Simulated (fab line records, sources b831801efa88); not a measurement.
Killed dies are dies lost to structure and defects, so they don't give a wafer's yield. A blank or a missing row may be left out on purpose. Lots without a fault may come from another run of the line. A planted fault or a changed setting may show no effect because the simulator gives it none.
A struck lot beside a sound one | flow sky130 | 17 steps out of a route of 708
Sound: wafers L576.3, L576.5, L576.6. Struck: wafer L584.5. (L584.6 of the same lot was not struck and is left out.) The cause comes at the end.
At each step with rows: each side's tool, then ch and its chambers, then its first start. Under that, the readings that differ: sound wafers | struck wafers | difference of the means | sigmas: that difference in standard deviations of wafers without a fault.
alike: readings whose means differ by less than 2 such deviations, and words and numbers that are the same on both sides. not compared: withheld readings, readings that some wafer has no value for, bounds like >300 that may hide the same value, and numbers for which the record gives no deviation and whose values overlap.
The two part at a step that has a row with sigmas, a row that says differs or no value, or rows on one side only. Numbers that don't overlap but have no deviation are shown without sigmas and don't part them. A reading that every wafer of one side lacks parts them only if that side has two wafers or more.

SKY_VT_ADJUST_HVTP_OVL_MEAS_08:
  sound on overlay-02, day 6 15:40; struck on overlay-02, day 8 18:02
  alike: VT_ADJUST_HVTP_OVL
then, 1 step without rows for these wafers: SKY_VT_ADJUST_HVTP_IMPLANT_09.
SKY_VT_ADJUST_HVTP_STRIP_10: strips in O2/N2.
  sound on plasma_asher-01 ch 0,1, day 6 15:52; struck on plasma_asher-04 ch 1, day 8 18:16
  alike: drypump_motor_current_A, oes_product_au, strip_time_to_endpoint_s
  not compared: rf_hours_counter_h
SKY_VT_ADJUST_HVTP_TW_MEAS_11:
  sound on film_metro-04, day 6 15:58; struck on film_metro-03, day 8 18:20
  alike: VT_ADJUST_HVTP_TW
then, 7 steps without rows for these wafers: SKY_VT_ADJUST_LVTN_DEHYDRATE_00 (time 60 s); SKY_VT_ADJUST_LVTN_HMDS_01 (prime time 60 s); SKY_VT_ADJUST_LVTN_COAT_02 (resist thk 3000 nm); SKY_VT_ADJUST_LVTN_SOFTBAKE_03; SKY_VT_ADJUST_LVTN_EXPOSE_04 (exposes mask NWM COMPLEMENT LESS NATIVE, target cd 840 nm); SKY_VT_ADJUST_LVTN_PEB_05; SKY_VT_ADJUST_LVTN_DEVELOP_06 (develop time 60 s).
SKY_VT_ADJUST_LVTN_OVL_MEAS_07:
  sound on overlay-02, day 7 11:52; struck on overlay-02, day 9 15:49
  alike: VT_ADJUST_LVTN_OVL
SKY_VT_ADJUST_LVTN_IMPLANT_08:
  sound on implanter-04 ch 0, day 7 11:57; struck on implanter-02 ch 0, day 9 15:55
  alike: beam_on_s
SKY_VT_ADJUST_LVTN_STRIP_09: strips in O2/N2.
  sound on plasma_asher-01 ch 0,1, day 7 12:05; struck on plasma_asher-03 ch 1, day 9 16:02
  alike: drypump_motor_current_A, oes_product_au, strip_time_to_endpoint_s
  not compared: rf_hours_counter_h
SKY_VT_ADJUST_LVTN_TW_MEAS_10:
  sound on film_metro-02, day 7 12:10; struck on film_metro-03, day 9 16:07
  reading           | sound             | struck | difference | sigmas
  VT_ADJUST_LVTN_TW | 241.7 242.4 240.6 | 231.7  | -9.9       | -8
then, 1 step without rows for these wafers: SKY_VT_ADJUST_LVTN_DEHYDRATE_11 (time 60 s).
-- the record jumps here: 39 days lie between the struck wafers' starts before and after (it left off in module VT_ADJUST_LVTN and takes up again in module PAD_OPEN, whose first step shown is number 708 of the route) --
SKY_PAD_OPEN_PROBE_99:
  sound on prober-01, day 46 08:32; struck on prober-02, day 48 06:10
  reading                                   | sound                | struck | difference | sigmas
  killed_at_front_end                       | 18 20 24             | 11     | -10        | -2
  model.etest.nfet_01v8.drive_ua_um_range   | 8.06 10.33 7.058     | 14.58  | +6.10      |
  model.etest.nfet_01v8_lvt.vt_sat_v (V)    | 0.5465 0.5283 0.5332 | 0.5058 | -0.0302    |
  model.etest.nfet_01v8_lvt.body_rise_v (V) | 0.1485 0.1452 0.1472 | 0.1401 | -0.0069    |
  alike: killed_at_M0_to_M3, killed_at_M4_up, killed_at_contacts, killed_at_other, killed_dies, killed_open, killed_short
  not compared: model.etest.nfet_01v8.vt_v_range

WHERE THEY PART
First at SKY_VT_ADJUST_LVTN_TW_MEAS_10; last, within this record, at SKY_PAD_OPEN_PROBE_99.

WHY: what the simulator had put in
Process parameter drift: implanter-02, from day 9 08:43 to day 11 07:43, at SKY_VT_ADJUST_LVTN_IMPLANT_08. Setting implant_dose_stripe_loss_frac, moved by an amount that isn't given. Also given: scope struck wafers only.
